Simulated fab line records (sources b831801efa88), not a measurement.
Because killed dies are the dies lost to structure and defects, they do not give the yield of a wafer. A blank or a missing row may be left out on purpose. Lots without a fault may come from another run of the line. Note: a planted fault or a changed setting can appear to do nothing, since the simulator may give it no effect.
Matching of chambers :: flow sky130 :: SKY_POLY_GATE_ETCH_17 on rieSi-02: 4 sister chambers
The step etches poly-Si in HBr/Cl2, stops on SiO2, target depth 180 nm, time 70.5 s. 8 wafers are shown with their chamber, then 11 later ones without.

WAFERS, EACH WITH ITS CHAMBER
wafer: L075.6
chamber: 1
drypumpMotorCurrentA (A): 5.20
rfFwdPowerW (W): 412.0

wafer: L083.1
chamber: 1
drypumpMotorCurrentA (A): 5.15
rfFwdPowerW (W): 412.6

wafer: L085.4
chamber: 3
drypumpMotorCurrentA (A): 5.81
rfFwdPowerW (W): 412.5

wafer: L085.6
chamber: 0
drypumpMotorCurrentA (A): 5.31
rfFwdPowerW (W): 411.2

wafer: L087.4
chamber: 0
drypumpMotorCurrentA (A): 5.28
rfFwdPowerW (W): 410.1

wafer: L089.2
chamber: 3
drypumpMotorCurrentA (A): 5.75
rfFwdPowerW (W): 412.4

wafer: L089.5
chamber: 2
drypumpMotorCurrentA (A): 5.48
rfFwdPowerW (W): 408.5

wafer: L091.1
chamber: 2
drypumpMotorCurrentA (A): 5.45
rfFwdPowerW (W): 413.3

WAFERS WHOSE CHAMBER IS MISSING
wafer: L091.3
drypumpMotorCurrentA (A): 5.73
rfFwdPowerW (W): 411.5

wafer: L091.6
drypumpMotorCurrentA (A): 5.48
rfFwdPowerW (W): 411.9

wafer: L093.2
drypumpMotorCurrentA (A): 5.30
rfFwdPowerW (W): 406.1

wafer: L093.4
drypumpMotorCurrentA (A): 5.17
rfFwdPowerW (W): 411.8

wafer: L093.6
drypumpMotorCurrentA (A): 5.82
rfFwdPowerW (W): 411.9

wafer: L095.2
drypumpMotorCurrentA (A): 5.82
rfFwdPowerW (W): 412.0

wafer: L095.5
drypumpMotorCurrentA (A): 5.79
rfFwdPowerW (W): 412.3

wafer: L095.6
drypumpMotorCurrentA (A): 5.46
rfFwdPowerW (W): 408.4

wafer: L096.1
drypumpMotorCurrentA (A): 5.18
rfFwdPowerW (W): 409.3

wafer: L096.3
drypumpMotorCurrentA (A): 5.46
rfFwdPowerW (W): 409.9

wafer: L096.4
drypumpMotorCurrentA (A): 5.33
rfFwdPowerW (W): 408.8

WHICH CHAMBER EACH ONE RAN IN
wafer: L091.3
from the rows above: 3
in truth: 3

wafer: L091.6
from the rows above: 2
in truth: 2

wafer: L093.2
from the rows above: 0
in truth: 0

wafer: L093.4
from the rows above: 1
in truth: 1

wafer: L093.6
from the rows above: 3
in truth: 3

wafer: L095.2
from the rows above: 3
in truth: 3

wafer: L095.5
from the rows above: 3
in truth: 3

wafer: L095.6
from the rows above: 2
in truth: 2

wafer: L096.1
from the rows above: 1
in truth: 1

wafer: L096.3
from the rows above: 2
in truth: 2

wafer: L096.4
from the rows above: 0
in truth: 0
Placed correctly: 11 of 11. From these rows, 0 cannot be placed. 0 placed wrongly.
How it was worked out, from the rows above alone: a wafer's distance from a chamber is the root of the sum, over the readings, of the square of ((its reading less the chamber's mean) divided by the reading's scatter). The wafer belongs to the nearest chamber; if the next one is less than 2 further off, it can't be placed. For every chamber, the mean is computed from those of its wafers that are shown. The scatter: take each reading less its chamber's mean, square it, sum over the shown wafers, divide by the number of wafers less the number of chambers, and take the root.
